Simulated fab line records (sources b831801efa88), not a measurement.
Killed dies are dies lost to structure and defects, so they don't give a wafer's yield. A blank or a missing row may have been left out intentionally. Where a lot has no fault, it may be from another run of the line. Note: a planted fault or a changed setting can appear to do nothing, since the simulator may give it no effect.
A struck lot beside a sound one	flow gf180mcu	15 out of 602 route steps
Sound: these wafers, L758.2, L758.5, L758.6. Struck: wafer L768.3; the same lot's L768.4 was not struck, so it is left out; see the end for the cause.
Order at every step that has rows: each side's tool, ch and its chambers, its first start. Under that, the readings that differ: sound wafers	struck wafers	difference of the means	sigmas: that difference in standard deviations of wafers without a fault.
alike: a reading whose means differ by less than 2 such deviations, as well as words and numbers matching on both sides. not compared: withheld readings; readings where some wafer has no value; bounds like >300 that might hide an equal value; numbers whose values overlap and for which the record gives no deviation.
The two part at a step that has a row with sigmas, a row that says differs or no value, or rows on one side only. Numbers that have no deviation but don't overlap get no sigmas and don't part them. A reading that every wafer of one side lacks parts them only if that side has two wafers or more.

first, 6 steps without rows for these wafers: GF_TOP_METAL_HMDS_08 (prime time 60 s); GF_TOP_METAL_COAT_09 (resist thk 1500 nm); GF_TOP_METAL_SOFTBAKE_10 (time 60 s); GF_TOP_METAL_EXPOSE_11 (exposes mask MetalTop, target cd 440 nm); GF_TOP_METAL_PEB_12; GF_TOP_METAL_DEVELOP_13 (develop time 60 s).
GF_TOP_METAL_CD_MEAS_14: target cd 440 nm.
  struck on cd-sem-02, day 32 20:30; sound on cd-sem-02, day 30 01:46
  alike: cd-nm
GF_TOP_METAL_OVL_MEAS_15:
  struck on overlay-02, day 32 20:35; sound on overlay-01, day 30 01:52
reading	sound	struck	difference	sigmas
TOP_METAL_OVL (nm)	3.0 1.2 2.0	-2.6	-4.7	-2
GF_TOP_METAL_METAL_ETCH_16: etches the open film in Cl2/BCl3, stops on SiO2, target depth 1197 nm, time 199.5 s.
  sound on rie-metal-02 ch 0,1, day 30 01:54; struck on rie-metal-04 ch 0, day 32 20:41
  alike: drypump-motor-current-A, oes-product-au, throttle-valve-pct
  not compared: rf-hours-counter-h
GF_TOP_METAL_STRIP_17: strips in O2/N2.
  sound on plasma-asher-01 ch 0,1, day 30 02:05; struck on plasma-asher-01 ch 0, day 32 20:50
reading	sound	struck	difference	sigmas
oes-product-au (a.u.)	0.711 0.709 0.708	0.699	-0.010	-2
  alike: drypump-motor-current-A, heater-power-w, strip-time-to-endpoint-s
  not compared: rf-hours-counter-h
then, 2 steps without rows for these wafers: GF_TOP_METAL_STRIP_18 (strips in post etch residue remover, time 1200 s); GF_TOP_METAL_CLEAN_19 (cleans in DIW).
GF_PASSIVATION_CVD_00: deposits SiO2 from TEOS, target thk 1000 nm, time 111.95 s.
  sound on pecvd-03 ch 0,1, day 30 02:38; struck on pecvd-03 ch 0, day 32 21:20
reading	sound	struck	difference	sigmas
run-length-s (s)	140.7 139.7 139.8	136.3	-3.8	-6
model.SiO2_of_PASSIVATION_CVD_00.thk-nm (nm)	1006 1020 1019	956.4	-58.6	
  alike: heater-power-w
  not compared: since-wet-clean-h
GF_PASSIVATION_THK_MEAS_01:
  struck on film-metro-03, day 32 21:26; sound on film-metro-03, day 30 02:43
reading	sound	struck	difference	sigmas
PASSIVATION_CVD_00_THK (nm)	1006 1020 1019	956	-59	-5
GF_PASSIVATION_CVD_02: deposits Si3N4, target thk 700 nm, time 486.18 s.
  sound on pecvd-02 ch 0,1, day 30 02:46; struck on pecvd-02 ch 0, day 32 21:37
  alike: heater-power-w, run-length-s
  not compared: since-wet-clean-h

## WHERE THEY PART
First at GF_TOP_METAL_OVL_MEAS_15; last, within this record, at GF_PASSIVATION_THK_MEAS_01. Later steps at which nothing parts them and some readings are alike: GF_PASSIVATION_CVD_02.

WHY: what had been put in by the simulator
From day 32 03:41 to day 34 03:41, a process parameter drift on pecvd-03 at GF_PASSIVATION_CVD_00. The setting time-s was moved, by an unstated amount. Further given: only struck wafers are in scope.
